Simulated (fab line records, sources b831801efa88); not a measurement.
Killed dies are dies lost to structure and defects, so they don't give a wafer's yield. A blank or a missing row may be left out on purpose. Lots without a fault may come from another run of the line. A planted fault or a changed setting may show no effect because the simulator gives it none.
fab line records | flow sky130
record lots=12 wafers=36 last_day=51
route steps=708 shown METAL2@499 VIA2@523 METAL3@533 PAD_OPEN@708
lots that met no fault: from a run of the same line without faults
start_h: hours from the record's first day to the start of the lot's first wafer shown | wait_h: hours since the lot's step before | " the same as in the row above | L1.1+2: a row that stands for several wafers | - no value, or no start given | * or withheld: withheld | < > ~ a bound
route shown NAME@n: a module of which the file shows steps, and the number in the route of the first | usual: mean/standard deviation of fault-free wafers | same: alike in all rows | chamber/n: place in a boat | sites: the reading at each site | _std_site: their standard deviation | _edge_site: outer sites' mean less inner sites' | radius_mm: how far each site lies from the wafer's centre | mask NAME#n: copy n | behind: the tool/chamber that last shaped the wafer | hold: why the lot was held/for how many hours/how that ended | device: the transistor (n, p or np) that didn't switch | end of line: the same wafers' tests at the end of the route | a step without rows: its recipe alone | killed: dies lost to structure and defects at the first sort, not the wafer's yield | map: a wafer's dies, x killed, . not, _ none there
set.NAME: the setting as run; set.NAME@STEP: as run at that earlier step | model.NAME: the simulator's own value behind a step, which no gauge read
steps of the route over a sample of lots; a table a step, a row a wafer
services: from which hour (start_h, from the record's first day; less than 0 if before it) a tool's chamber was out of use, for how many hours, and why
## steps
# step SKY_METAL2_OVL_MEAS_16
# usual METAL2_OVL=-1/5.7
# columns lot.wafer tool chamber start_h wait_h METAL2_OVL[nm]
L121.1 overlay-01 - 820.55 0.1 2
L121.2 " - " " 0
L121.4 " - " " 6
L122.1 overlay-02 - 841.50 0.1 0
L122.4 " - " " -3
L122.5 " - " " -1
L123.1 overlay-01 - 845.35 0.1 -7
L123.2 " - " " 7
L123.4 " - " " 8
L126.1 overlay-02 - 863.90 0.1 -4
L126.3 " - " " -3
L126.4 " - " " -7
L132.1 overlay-01 - 913.70 0.1 3
L132.2 " - " " 10
L132.5 " - " " 6
L131.3 overlay-01 - 915.51 0.1 3
L131.4 " - " " 8
L131.6 " - " " 11
L139.1 overlay-01 - 984.10 0.1 -6
L139.2 " - " " -7
L139.6 " - " " -1
L140.1 overlay-01 - 989.90 0.1 8
L140.2 " - " " -1
L140.3 " - " " 10
L141.2 overlay-02 - 992.21 0.1 1
L141.4 " - " " -1
L141.6 " - " " -3
L143.1 overlay-01 - 995.90 0.1 11
L143.2 " - " " 3
L143.5 " - " " 3
L142.4 overlay-01 - 998.52 0.1 -10
L142.5 " - " " -8
L142.6 " - " " -6
L144.2 overlay-01 - 1001.65 0.1 -4
L144.4 " - " " 2
L144.5 " - " " -9
# step SKY_VIA2_STRIP_16
# recipe chemistry=O2/N2 power_w=1400 pressure_mtorr=1500 platen_temp_c=withheld o2_flow_sccm=3000 n2_flow_sccm=300 overash_fraction=0.5
# usual drypump_motor_current_A=5.5/0.5 oes_product_au=0.399/0.0047 strip_time_to_endpoint_s=4.040/0.025
# columns lot.wafer tool chamber start_h wait_h drypump_motor_current_A oes_product_au rf_hours_counter_h strip_time_to_endpoint_s
L121.1 plasma_asher-04 0 849.20 0.0 5.2 0.400 40 4.044
L121.2 " 1 " " 4.9 0.400 40 4.038
L121.4 " 0 " " 5.2 0.403 - 4.033
L122.1 plasma_asher-02 0 869.66 0.0 5.1 0.401 75 4.097
L122.4 " 0 " " 5.1 0.404 - 4.067
L122.5 " 0 " " 5.1 0.404 - 4.072
L123.1 plasma_asher-02 0 873.35 0.0 5.1 0.389 76 4.038
L123.2 " 1 " " 5.6 0.401 76 4.042
L123.4 " 1 " " 5.6 0.403 - 4.047
L126.1 plasma_asher-02 1 891.60 0.0 5.6 0.407 77 4.080
L126.3 " 0 " " 5.1 0.391 - 4.067
L126.4 " 1 " " 5.6 0.395 - 4.058
L132.1 plasma_asher-02 1 940.76 0.0 5.6 0.396 82 4.013
L132.2 " 0 " " 5.1 0.399 82 3.996
L132.5 " 0 " " 5.1 0.389 - 4.025
L131.3 plasma_asher-04 0 942.58 0.1 5.2 0.390 - 4.036
L131.4 " 1 " " 4.9 0.396 - 4.024
L131.6 " 0 " " 5.2 0.397 - 4.070
L139.1 plasma_asher-03 0 1009.38 0.0 6.3 0.394 26 4.082
L139.2 " 1 " " 5.8 0.395 26 4.045
L139.6 " 0 " " 6.3 0.407 - 4.103
L140.1 plasma_asher-03 1 1015.30 0.0 5.8 0.397 27 4.067
L140.2 " 0 " " 6.3 0.404 27 4.059
L140.3 " 0 " " 6.3 0.393 - 4.020
L141.2 plasma_asher-04 1 1017.65 0.0 4.9 0.408 57 4.007
L141.4 " 1 " " 4.9 0.394 - 4.062
L141.6 " 1 " " 4.9 0.401 - 4.086
L143.1 plasma_asher-02 0 1021.32 0.0 5.1 0.397 90 4.041
L143.2 " 1 " " 5.6 0.399 90 4.059
L143.5 " 0 " " 5.1 0.398 - 4.050
L142.4 plasma_asher-04 0 1024.03 0.1 5.2 0.397 - 4.062
L142.5 " 1 " " 4.9 0.402 - 4.065
L142.6 " 0 " " 5.2 0.392 - 4.039
L144.2 plasma_asher-03 1 1026.17 0.0 5.8 0.390 28 4.022
L144.4 " 0 " " 6.4 0.404 - 4.008
L144.5 " 0 " " 6.4 0.400 - 4.050
# step SKY_METAL3_SPUTTER_01
# recipe material=TiN target_thk_nm=20 power_w=6500 time_s=16.7 chamber_pressure_pa=0.4
# usual cathode_dc_power_W=6499.9/1.2 chamber_pressure_pa=0.4000/0.00086 throttle_valve_pct=29.9/0.98
# same time_s=16.7
# columns lot.wafer tool chamber start_h wait_h cathode_dc_power_W chamber_pressure_pa throttle_valve_pct
L121.1 pvd_sputter-01 - 850.48 0.0 6499.7 0.3998 31.0
L121.2 " - " " 6500.3 0.3988 29.3
L121.4 " - " " 6501.8 0.4000 30.0
L122.1 pvd_sputter-02 - 870.95 0.0 6500.8 0.3993 28.8
L122.4 " - " " 6499.8 0.4011 31.1
L122.5 " - " " 6500.0 0.3994 28.9
L123.1 pvd_sputter-01 - 874.64 0.0 6499.7 0.3998 31.3
L123.2 " - " " 6499.5 0.4002 28.9
L123.4 " - " " 6500.9 0.4003 29.8
L126.1 pvd_sputter-04 - 892.89 0.0 6499.4 0.3999 30.9
L126.3 " - " " 6499.8 0.4005 29.7
L126.4 " - " " 6500.7 0.3997 29.7
L132.1 pvd_sputter-01 - 942.06 0.0 6497.8 0.3990 29.8
L132.2 " - " " 6500.9 0.4003 28.6
L132.5 " - " " 6500.5 0.4001 31.0
L131.3 pvd_sputter-01 - 943.85 0.0 6499.5 0.4004 29.8
L131.4 " - " " 6498.9 0.3996 31.1
L131.6 " - " " 6501.7 0.4006 30.0
L139.1 pvd_sputter-01 - 1010.68 0.0 6498.7 0.4014 31.1
L139.2 " - " " 6499.2 0.3989 29.7
L139.6 " - " " 6500.2 0.4003 28.5
L140.1 pvd_sputter-01 - 1016.58 0.0 6498.6 0.4007 29.6
L140.2 " - " " 6499.1 0.4005 28.9
L140.3 " - " " 6496.6 0.4009 29.8
L141.2 pvd_sputter-04 - 1018.93 0.0 6498.9 0.4012 29.8
L141.4 " - " " 6500.1 0.3991 31.0
L141.6 " - " " 6500.5 0.4005 29.7
L143.1 pvd_sputter-02 - 1022.60 0.0 6498.2 0.3993 28.5
L143.2 " - " " 6500.0 0.4004 28.7
L143.5 " - " " 6501.0 0.3990 31.1
L142.4 pvd_sputter-02 - 1025.29 0.0 6499.6 0.4015 30.9
L142.5 " - " " 6501.9 0.3996 31.1
L142.6 " - " " 6501.5 0.4004 28.6
L144.2 pvd_sputter-02 - 1027.45 0.0 6500.1 0.3996 31.2
L144.4 " - " " 6499.9 0.3997 28.9
L144.5 " - " " 6501.2 0.4004 31.1
# step SKY_METAL3_SPUTTER_04
# recipe material=TiN target_thk_nm=70 power_w=6500 time_s=58.3 chamber_pressure_pa=0.4
# usual cathode_dc_power_W=6500.1/1.3 chamber_pressure_pa=0.4000/0.00077 throttle_valve_pct=29.9/0.98
# same time_s=58.3
# columns lot.wafer tool chamber start_h wait_h cathode_dc_power_W chamber_pressure_pa throttle_valve_pct
L121.1 pvd_sputter-01 - 850.56 0.0 6499.8 0.3998 31.4
L121.2 " - " " 6502.1 0.4000 29.5
L121.4 " - " " 6500.3 0.4005 29.7
L122.1 pvd_sputter-02 - 871.03 0.0 6502.0 0.3999 28.4
L122.4 " - " " 6499.8 0.4003 31.1
L122.5 " - " " 6501.0 0.4012 28.6
L123.1 pvd_sputter-01 - 874.72 0.0 6501.4 0.4016 31.1
L123.2 " - " " 6500.4 0.3999 29.0
L123.4 " - " " 6502.7 0.4004 29.8
L126.1 pvd_sputter-04 - 892.98 0.0 6501.2 0.4016 31.0
L126.3 " - " " 6500.9 0.4004 29.6
L126.4 " - " " 6500.1 0.4004 29.3
L132.1 pvd_sputter-01 - 942.14 0.0 6500.6 0.5118 26.3
L132.2 " - " " 6498.6 0.5114 25.4
L132.5 " - " " 6501.5 0.5101 27.3
L131.3 pvd_sputter-01 - 943.94 0.0 6499.7 0.5100 26.5
L131.4 " - " " 6501.3 0.5121 27.5
L131.6 " - " " 6500.4 0.5102 26.3
L139.1 pvd_sputter-01 - 1010.76 0.0 6498.6 0.4006 31.2
L139.2 " - " " 6499.0 0.4003 29.4
L139.6 " - " " 6499.0 0.4022 28.8
L140.1 pvd_sputter-01 - 1016.66 0.0 6502.0 0.3997 29.7
L140.2 " - " " 6499.7 0.3996 28.9
L140.3 " - " " 6501.6 0.4015 29.7
L141.2 pvd_sputter-04 - 1019.01 0.0 6498.3 0.3998 29.8
L141.4 " - " " 6499.9 0.3992 30.8
L141.6 " - " " 6501.0 0.4008 29.3
L143.1 pvd_sputter-02 - 1022.68 0.0 6501.2 0.4006 28.5
L143.2 " - " " 6500.1 0.4007 28.7
L143.5 " - " " 6501.2 0.3994 31.5
L142.4 pvd_sputter-02 - 1025.39 0.0 6500.3 0.4003 31.0
L142.5 " - " " 6500.4 0.3987 31.1
L142.6 " - " " 6501.3 0.4005 29.0
L144.2 pvd_sputter-02 - 1027.53 0.0 6500.8 0.4013 31.1
L144.4 " - " " 6499.0 0.4003 29.0
L144.5 " - " " 6500.5 0.3999 31.0
# step SKY_PAD_OPEN_PROBE_99
# usual defect_limited_yield=82.2/2.1 killed_at_M0_to_M3=44/7.4 killed_at_M4_up=3.1/1.8 killed_at_contacts=25/6 killed_at_front_end=15/4.4 killed_at_other=0.3/0.49 killed_dies=88/10 killed_open=48/7.4 killed_short=39/6.3 sort_bin_3_pad_short=0.9/0.4 sort_bin_5_function=10.5/1.5 sort_bin_6_memory=6.5/1.3 sort_n_pass=404/10 sort_yield_pct=82.2/2.1
# same gross_dies=492 killed_at_back_side=0 sort_bin_4_leakage[%]=0 sort_bin_8_speed[%]=0
# columns lot.wafer tool chamber start_h wait_h defect_limited_yield[%] killed_at_M0_to_M3 killed_at_M4_up killed_at_contacts killed_at_front_end killed_at_other killed_dies killed_open killed_short sort_bin_3_pad_short[%] sort_bin_5_function[%] sort_bin_6_memory[%] sort_n_pass sort_yield_pct[%]
L121.1 prober-02 - 1078.52 0.1 80.5 41 1 37 17 0 96 57 39 0.8 12.8 5.9 396 80.5
L121.2 prober-02 - 1078.57 0.1 83.7 45 1 24 10 0 80 52 28 0.8 10.8 4.7 412 83.7
L121.4 prober-02 - 1078.67 0.2 81.7 47 4 21 18 0 90 51 39 0.4 11.8 6.1 402 81.7
L122.1 prober-01 - 1097.90 0.1 80.5 45 3 28 20 0 96 54 42 0.6 10.0 8.9 396 80.5
L122.4 prober-01 - 1098.05 0.2 80.5 38 5 28 25 0 96 53 43 1.0 12.8 5.7 396 80.5
L122.5 prober-01 - 1098.10 0.2 77.8 50 7 32 20 0 109 56 53 1.2 11.2 9.8 383 77.8
L123.1 prober-02 - 1098.19 0.1 83.3 49 7 14 12 0 82 39 43 1.2 8.9 6.5 410 83.3
L123.2 prober-02 - 1098.24 0.1 83.9 42 2 26 8 1 79 43 36 1.2 8.9 5.9 413 83.9
L123.4 prober-02 - 1098.34 0.2 82.3 47 2 22 16 0 87 46 41 1.0 11.2 5.5 405 82.3
L126.1 prober-02 - 1113.17 0.1 78.9 61 4 22 17 0 104 51 53 1.4 12.2 7.5 388 78.9
L126.3 prober-02 - 1113.27 0.2 81.7 47 4 20 18 1 90 45 45 1.2 11.8 5.3 402 81.7
L126.4 prober-02 - 1113.32 0.2 81.7 41 3 32 14 0 90 54 36 1.0 12.0 5.3 402 81.7
L132.1 prober-02 - 1152.61 0.1 84.1 40 1 24 13 0 78 42 36 0.6 10.4 4.9 414 84.1
L132.2 prober-02 - 1152.66 0.1 83.3 39 5 30 8 0 82 58 24 1.6 10.4 4.7 410 83.3
L132.5 prober-02 - 1152.81 0.2 82.1 39 4 28 17 0 88 48 39 0.8 10.2 6.9 404 82.1
L131.3 prober-01 - 1154.27 0.2 86.8 31 4 20 10 0 65 35 30 0.6 8.1 4.5 427 86.8
L131.4 prober-01 - 1154.32 0.2 82.9 50 3 20 11 0 84 46 38 0.2 11.0 5.9 408 82.9
L131.6 prober-01 - 1154.42 0.2 79.9 45 3 28 23 0 99 53 44 1.0 11.6 7.5 393 79.9
L139.1 prober-02 - 1202.13 0.1 79.5 56 6 18 21 0 101 52 47 0.6 10.2 9.8 391 79.5
L139.2 prober-02 - 1202.18 0.1 81.9 40 0 38 11 0 89 57 32 0.8 9.3 7.9 403 81.9
L139.6 prober-02 - 1202.38 0.2 82.7 37 2 31 15 0 85 47 38 1.0 10.8 5.5 407 82.7
L140.1 prober-01 - 1207.12 0.1 81.5 49 0 28 13 1 91 51 40 0.8 11.6 6.1 401 81.5
L140.2 prober-01 - 1207.17 0.1 81.9 39 1 25 23 1 89 52 37 0.4 10.2 7.5 403 81.9
L140.3 prober-01 - 1207.22 0.2 85.8 35 2 24 9 0 70 34 36 0.8 8.5 4.9 422 85.8
L141.2 prober-02 - 1207.86 0.1 81.5 48 6 19 16 2 91 53 37 1.6 11.0 5.9 401 81.5
L141.4 prober-02 - 1207.96 0.2 78.0 54 2 31 20 1 108 47 60 1.6 14.4 5.9 384 78.0
L141.6 prober-02 - 1208.06 0.2 82.9 50 4 15 14 1 84 43 39 0.6 9.8 6.7 408 82.9
L143.1 prober-01 - 1209.20 0.1 80.3 53 0 31 12 1 97 57 40 0.8 10.4 8.5 395 80.3
L143.2 prober-01 - 1209.25 0.1 80.3 44 4 31 18 0 97 60 37 0.4 10.8 8.5 395 80.3
L143.5 prober-01 - 1209.40 0.2 84.6 44 5 17 10 0 76 40 36 1.6 6.7 7.1 416 84.6
L142.4 prober-02 - 1213.40 0.2 83.5 44 5 19 13 0 81 37 44 1.8 8.7 5.9 411 83.5
L142.5 prober-02 - 1213.45 0.2 82.3 39 1 28 19 0 87 54 33 0.6 11.0 6.1 405 82.3
L142.6 prober-02 - 1213.50 0.2 82.3 46 2 21 18 0 87 50 37 1.0 9.3 7.3 405 82.3
L144.2 prober-01 - 1214.10 0.1 82.7 36 2 27 20 0 85 43 42 1.4 11.4 4.5 407 82.7
L144.4 prober-01 - 1214.20 0.2 83.7 38 2 25 15 0 80 40 40 0.8 9.8 5.7 412 83.7
L144.5 prober-01 - 1214.25 0.2 78.5 47 2 41 16 0 106 72 34 0.8 12.4 8.3 386 78.5
# killed by level:class
L121.1 CONTACT:geometric_particle:open=14 VIA1:geometric_particle:open=12 METAL1:geometric_particle:short=8 FIELD_ISO:geometric_particle:short=7 VIA3:geometric_particle:open=7 LI_CONTACT:geometric_particle:open=6 LOCAL_INTERCONNECT:geometric_particle:short=6 FIELD_ISO:geometric_particle:open=4
L121.2 VIA1:geometric_particle:open=12 VIA3:geometric_particle:open=10 LI_CONTACT:geometric_particle:open=8 CONTACT:geometric_particle:open=8 METAL2:geometric_particle:short=8 VIA2:geometric_particle:open=6 CONTACT:geometric_particle:short=4 FIELD_ISO:geometric_particle:open=3
L121.4 VIA1:geometric_particle:open=10 CONTACT:geometric_particle:open=9 VIA2:geometric_particle:open=7 LI_CONTACT:geometric_particle:open=7 VIA3:geometric_particle:open=7 METAL2:geometric_particle:short=6 METAL1:geometric_particle:short=5 FIELD_ISO:geometric_particle:open=4
L122.1 POLY_GATE:geometric_particle:open=10 LI_CONTACT:geometric_particle:open=9 VIA1:geometric_particle:open=9 METAL2:geometric_particle:short=8 CONTACT:geometric_particle:open=8 VIA2:geometric_particle:open=7 LOCAL_INTERCONNECT:geometric_particle:short=6 VIA2:geometric_particle:short=6
L122.4 VIA1:geometric_particle:open=10 LOCAL_INTERCONNECT:geometric_particle:short=9 VIA3:geometric_particle:open=9 FIELD_ISO:geometric_particle:open=8 FIELD_ISO:geometric_particle:short=7 CONTACT:geometric_particle:open=6 CONTACT:geometric_particle:short=5 VIA2:geometric_particle:short=5
L122.5 CONTACT:geometric_particle:short=11 VIA1:geometric_particle:open=11 FIELD_ISO:geometric_particle:open=7 CONTACT:geometric_particle:open=7 VIA2:geometric_particle:open=7 VIA3:geometric_particle:open=7 LOCAL_INTERCONNECT:geometric_particle:short=6 VIA1:geometric_particle:short=5
L123.1 VIA1:geometric_particle:open=11 METAL2:geometric_particle:short=9 LI_CONTACT:geometric_particle:open=7 VIA2:geometric_particle:short=6 METAL4:geometric_particle:short=6 VIA2:geometric_particle:open=5 VIA3:geometric_particle:open=5 POLY_GATE:geometric_particle:short=4
L123.2 VIA2:geometric_particle:open=9 VIA1:geometric_particle:open=8 LI_CONTACT:geometric_particle:open=7 CONTACT:geometric_particle:open=7 METAL1:geometric_particle:short=6 LI_CONTACT:geometric_particle:short=5 LOCAL_INTERCONNECT:geometric_particle:short=4 VIA1:geometric_particle:short=4
L123.4 VIA2:geometric_particle:short=8 LI_CONTACT:geometric_particle:open=7 VIA1:geometric_particle:open=7 CONTACT:geometric_particle:open=6 METAL1:geometric_particle:short=6 VIA2:geometric_particle:open=6 VIA3:geometric_particle:open=6 POLY_GATE:geometric_particle:short=5
L126.1 VIA2:geometric_particle:open=11 LI_CONTACT:geometric_particle:open=9 METAL1:geometric_particle:short=8 VIA1:geometric_particle:open=8 VIA3:geometric_particle:open=8 VIA1:geometric_particle:short=6 METAL2:geometric_particle:short=6 POLY_GATE:geometric_particle:short=5
L126.3 VIA1:geometric_particle:open=10 VIA2:geometric_particle:open=9 POLY_GATE:geometric_particle:open=7 METAL2:geometric_particle:short=7 FIELD_ISO:geometric_particle:short=6 CONTACT:geometric_particle:open=6 VIA1:geometric_particle:short=5 LI_CONTACT:geometric_particle:open=4
L126.4 CONTACT:geometric_particle:open=15 LI_CONTACT:geometric_particle:open=12 VIA3:geometric_particle:open=8 VIA1:geometric_particle:open=7 FIELD_ISO:geometric_particle:short=6 VIA1:geometric_particle:short=5 METAL1:geometric_particle:open=4 POLY_GATE:geometric_particle:short=3
L132.1 LI_CONTACT:geometric_particle:open=9 METAL2:geometric_particle:short=9 VIA1:geometric_particle:open=9 CONTACT:geometric_particle:open=6 VIA2:geometric_particle:open=5 CONTACT:geometric_particle:short=4 VIA1:geometric_particle:short=4 VIA3:geometric_particle:open=4
L132.2 VIA1:geometric_particle:open=16 CONTACT:geometric_particle:open=15 LI_CONTACT:geometric_particle:open=9 VIA3:geometric_particle:open=6 CONTACT:geometric_particle:short=4 METAL2:geometric_particle:short=4 METAL1:geometric_particle:short=3 VIA1:geometric_particle:short=3
L132.5 VIA1:geometric_particle:open=18 LOCAL_INTERCONNECT:geometric_particle:short=9 FIELD_ISO:geometric_particle:open=7 CONTACT:geometric_particle:open=7 VIA1:geometric_particle:short=6 LI_CONTACT:geometric_particle:open=5 METAL2:geometric_particle:short=4 POLY_GATE:geometric_particle:short=3
L131.3 CONTACT:geometric_particle:open=12 METAL1:geometric_particle:short=7 VIA1:geometric_particle:open=5 FIELD_ISO:geometric_particle:open=4 CONTACT:geometric_particle:short=4 VIA3:geometric_particle:open=4 VIA2:geometric_particle:short=3 VIA1:geometric_particle:short=3
L131.4 VIA1:geometric_particle:open=13 METAL1:geometric_particle:short=8 VIA3:geometric_particle:open=7 VIA2:geometric_particle:open=7 METAL1:geometric_particle:open=5 LOCAL_INTERCONNECT:geometric_particle:short=5 CONTACT:geometric_particle:open=5 CONTACT:geometric_particle:short=5
L131.6 CONTACT:geometric_particle:open=9 VIA1:geometric_particle:open=9 POLY_GATE:geometric_particle:short=8 LI_CONTACT:geometric_particle:open=7 VIA1:geometric_particle:short=7 POLY_GATE:geometric_particle:open=6 CONTACT:geometric_particle:short=6 METAL1:geometric_particle:short=6
L139.1 VIA1:geometric_particle:open=10 VIA2:geometric_particle:open=10 FIELD_ISO:geometric_particle:short=7 FIELD_ISO:geometric_particle:open=7 CONTACT:geometric_particle:open=7 VIA1:geometric_particle:short=7 CONTACT:geometric_particle:short=6 METAL1:geometric_particle:short=5
L139.2 LI_CONTACT:geometric_particle:open=14 CONTACT:geometric_particle:open=9 VIA2:geometric_particle:open=9 VIA1:geometric_particle:open=9 CONTACT:geometric_particle:short=7 VIA3:geometric_particle:open=7 METAL1:geometric_particle:short=7 POLY_GATE:geometric_particle:open=4
L139.6 CONTACT:geometric_particle:open=10 VIA2:geometric_particle:open=9 CONTACT:geometric_particle:short=8 LI_CONTACT:geometric_particle:open=7 VIA3:geometric_particle:open=7 METAL2:geometric_particle:short=5 VIA1:geometric_particle:open=5 POLY_GATE:geometric_particle:short=4
L140.1 VIA1:geometric_particle:open=9 CONTACT:geometric_particle:open=9 VIA2:geometric_particle:open=8 METAL2:geometric_particle:short=7 CONTACT:geometric_particle:short=6 LI_CONTACT:geometric_particle:short=5 LI_CONTACT:geometric_particle:open=5 METAL1:geometric_particle:short=5
L140.2 CONTACT:geometric_particle:open=14 VIA1:geometric_particle:open=10 POLY_GATE:geometric_particle:open=8 VIA2:geometric_particle:open=6 METAL2:geometric_particle:short=5 POLY_GATE:geometric_particle:short=4 LI_CONTACT:geometric_particle:open=4 LOCAL_INTERCONNECT:geometric_particle:short=4
L140.3 METAL1:geometric_particle:short=10 LI_CONTACT:geometric_particle:open=9 CONTACT:geometric_particle:open=9 METAL2:geometric_particle:short=6 VIA1:geometric_particle:open=6 POLY_GATE:geometric_particle:open=4 VIA1:geometric_particle:short=3 METAL3:geometric_particle:short=3
L141.2 VIA1:geometric_particle:open=10 VIA2:geometric_particle:open=9 LI_CONTACT:geometric_particle:open=7 CONTACT:geometric_particle:open=7 METAL1:geometric_particle:short=6 VIA1:geometric_particle:short=6 FIELD_ISO:geometric_particle:open=5 METAL4:geometric_particle:short=5
L141.4 VIA1:geometric_particle:short=11 LOCAL_INTERCONNECT:geometric_particle:short=8 CONTACT:geometric_particle:open=8 VIA1:geometric_particle:open=7 POLY_GATE:geometric_particle:short=7 METAL2:geometric_particle:short=7 LI_CONTACT:geometric_particle:open=5 VIA2:geometric_particle:short=4
L141.6 VIA1:geometric_particle:open=9 VIA3:geometric_particle:open=7 METAL1:geometric_particle:short=7 VIA2:geometric_particle:open=7 FIELD_ISO:geometric_particle:open=6 VIA1:geometric_particle:short=6 CONTACT:geometric_particle:open=5 LOCAL_INTERCONNECT:geometric_particle:short=4
L143.1 VIA1:geometric_particle:open=17 CONTACT:geometric_particle:open=14 METAL1:geometric_particle:short=9 LI_CONTACT:geometric_particle:open=7 VIA3:geometric_particle:open=6 CONTACT:geometric_particle:short=5 VIA2:geometric_particle:open=5 VIA3:geometric_particle:short=5
L143.2 VIA1:geometric_particle:open=15 CONTACT:geometric_particle:open=11 LI_CONTACT:geometric_particle:open=9 VIA3:geometric_particle:open=6 POLY_GATE:geometric_particle:short=5 LOCAL_INTERCONNECT:geometric_particle:short=5 CONTACT:geometric_particle:short=5 FIELD_ISO:geometric_particle:short=4
L143.5 VIA2:geometric_particle:open=8 LI_CONTACT:geometric_particle:open=7 VIA1:geometric_particle:open=7 METAL2:geometric_particle:short=7 CONTACT:geometric_particle:short=6 METAL1:geometric_particle:short=6 VIA3:geometric_particle:open=5 POLY_GATE:geometric_particle:open=4
L142.4 VIA1:geometric_particle:short=9 VIA1:geometric_particle:open=8 LI_CONTACT:geometric_particle:open=6 CONTACT:geometric_particle:short=5 CONTACT:geometric_particle:open=5 VIA2:geometric_particle:open=5 VIA3:geometric_particle:open=5 METAL2:geometric_particle:short=4
L142.5 LI_CONTACT:geometric_particle:open=12 VIA2:geometric_particle:open=11 VIA1:geometric_particle:open=9 POLY_GATE:geometric_particle:open=5 POLY_GATE:geometric_particle:short=5 CONTACT:geometric_particle:open=5 METAL2:geometric_particle:short=5 VIA3:geometric_particle:open=4
L142.6 VIA1:geometric_particle:open=12 CONTACT:geometric_particle:open=11 METAL1:geometric_particle:short=6 METAL2:geometric_particle:short=6 FIELD_ISO:geometric_particle:open=5 LI_CONTACT:geometric_particle:open=5 VIA1:geometric_particle:short=5 VIA2:geometric_particle:short=5
L144.2 CONTACT:geometric_particle:open=13 LI_CONTACT:geometric_particle:open=9 FIELD_ISO:geometric_particle:short=7 METAL1:geometric_particle:short=7 METAL3:geometric_particle:short=7 METAL2:geometric_particle:short=6 POLY_GATE:geometric_particle:short=5 VIA2:geometric_particle:open=5
L144.4 VIA1:geometric_particle:open=11 CONTACT:geometric_particle:open=9 CONTACT:geometric_particle:short=7 VIA2:geometric_particle:open=6 POLY_GATE:geometric_particle:short=5 METAL1:geometric_particle:short=5 VIA1:geometric_particle:short=5 LI_CONTACT:geometric_particle:short=4
L144.5 CONTACT:geometric_particle:open=19 LI_CONTACT:geometric_particle:open=13 VIA1:geometric_particle:open=12 VIA2:geometric_particle:open=7 VIA3:geometric_particle:open=6 FIELD_ISO:geometric_particle:open=4 CONTACT:geometric_particle:short=4 VIA1:geometric_particle:short=4
## services
# columns tool chamber start_h hours kind
pvd_sputter-02 - 828.43 2.8 repair
pvd_sputter-02 - 835.56 3.0 repair
plasma_asher-04 - 856.49 1.2 repair
pvd_sputter-01 - 865.98 2.0 repair
plasma_asher-04 - 951.47 0.5 repair
pvd_sputter-02 - 965.87 6.6 repair
plasma_asher-04 - 973.11 0.7 repair
pvd_sputter-01 - 980.58 0.6 repair
plasma_asher-02 - 986.71 8.0 repair
pvd_sputter-02 - 987.41 4.3 repair
## key
first_sign step=SKY_METAL3_SPUTTER_04 reading=chamber_pressure_pa direction=up sigmas=99+ usual=0.4000 struck=0.5109
effect step=SKY_METAL3_SPUTTER_04 reading=throttle_valve_pct direction=down sigmas=3.5 usual=29.9 struck=26.5
met_at SKY_METAL3_SPUTTER_04
struck_lots L131,L132
not_acting_at SKY_METAL2_OVL_MEAS_16,SKY_VIA2_STRIP_16,SKY_METAL3_SPUTTER_01
onset_between 874.72 942.14
fault kind=process_parameter_drift tool=pvd_sputter-01 chamber=- onset_h=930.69 steps=SKY_METAL3_SPUTTER_04 channel=chamber_pressure_pa offset=0.1116 shape=step end_h=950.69 acts_in=these_recipes_only stated=0.4
